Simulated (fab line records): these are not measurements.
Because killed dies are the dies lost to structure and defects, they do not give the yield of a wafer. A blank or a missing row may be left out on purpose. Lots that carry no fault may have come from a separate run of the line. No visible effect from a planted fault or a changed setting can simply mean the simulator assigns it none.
Chamber matching + flow gf180mcu + GF_V5_CMP_26 on cmp-02 has 4 sister chambers
The step polishes, stops on SiO2, t overpolish 15 s, target thk 0 nm. 4 wafers are shown with their chamber, then 9 later ones without.

== WAFERS, EACH WITH ITS CHAMBER ==
| wafer  | chamber | motorCurrentA (A) |
|--------|---------|-------------------|
| L128.5 | 2       | 9.5               |
| L130.1 | 1       | 11.6              |
| L130.2 | 3       | 11.8              |
| L130.3 | 0       | 11.1              |

== WAFERS MISSING THEIR CHAMBER ==
| wafer  | motorCurrentA (A) |
|--------|-------------------|
| L137.1 | 11.8              |
| L137.5 | 9.3               |
| L137.6 | 11.6              |
| L139.1 | 9.1               |
| L139.2 | 11.0              |
| L139.3 | 12.4              |
| L141.1 | 9.5               |
| L141.3 | 11.6              |
| L141.5 | 9.3               |

== EACH ONE'S CHAMBER ==
| wafer  | from the rows above          | in truth |
|--------|------------------------------|----------|
| L137.1 | can't be placed: 3 or 1      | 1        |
| L137.5 | 2                            | 2        |
| L137.6 | can't be placed: 1 or 3 or 0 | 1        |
| L139.1 | 2                            | 2        |
| L139.2 | can't be placed: 0 or 1      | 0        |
| L139.3 | can't be placed: 3 or 1      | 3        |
| L141.1 | 2                            | 2        |
| L141.3 | can't be placed: 1 or 3 or 0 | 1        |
| L141.5 | 2                            | 2        |
Placed correctly: 4 of 9. From these rows, 5 cannot be placed; in 5 the true chamber is one of the candidates. 0 placed wrongly.
How it was worked out, from the rows above alone: a wafer's distance from a chamber is the root of the sum, over the readings, of the square of ((its reading less the chamber's mean) divided by the reading's scatter). If the next closest chamber is less than 2 further off than the closest, the wafer can't be placed; otherwise it belongs to the closest. A chamber's mean is the mean of its shown wafers. The scatter: root of mean squared gap, hidden wafer to nearest shown wafer, with one shown wafer a chamber.
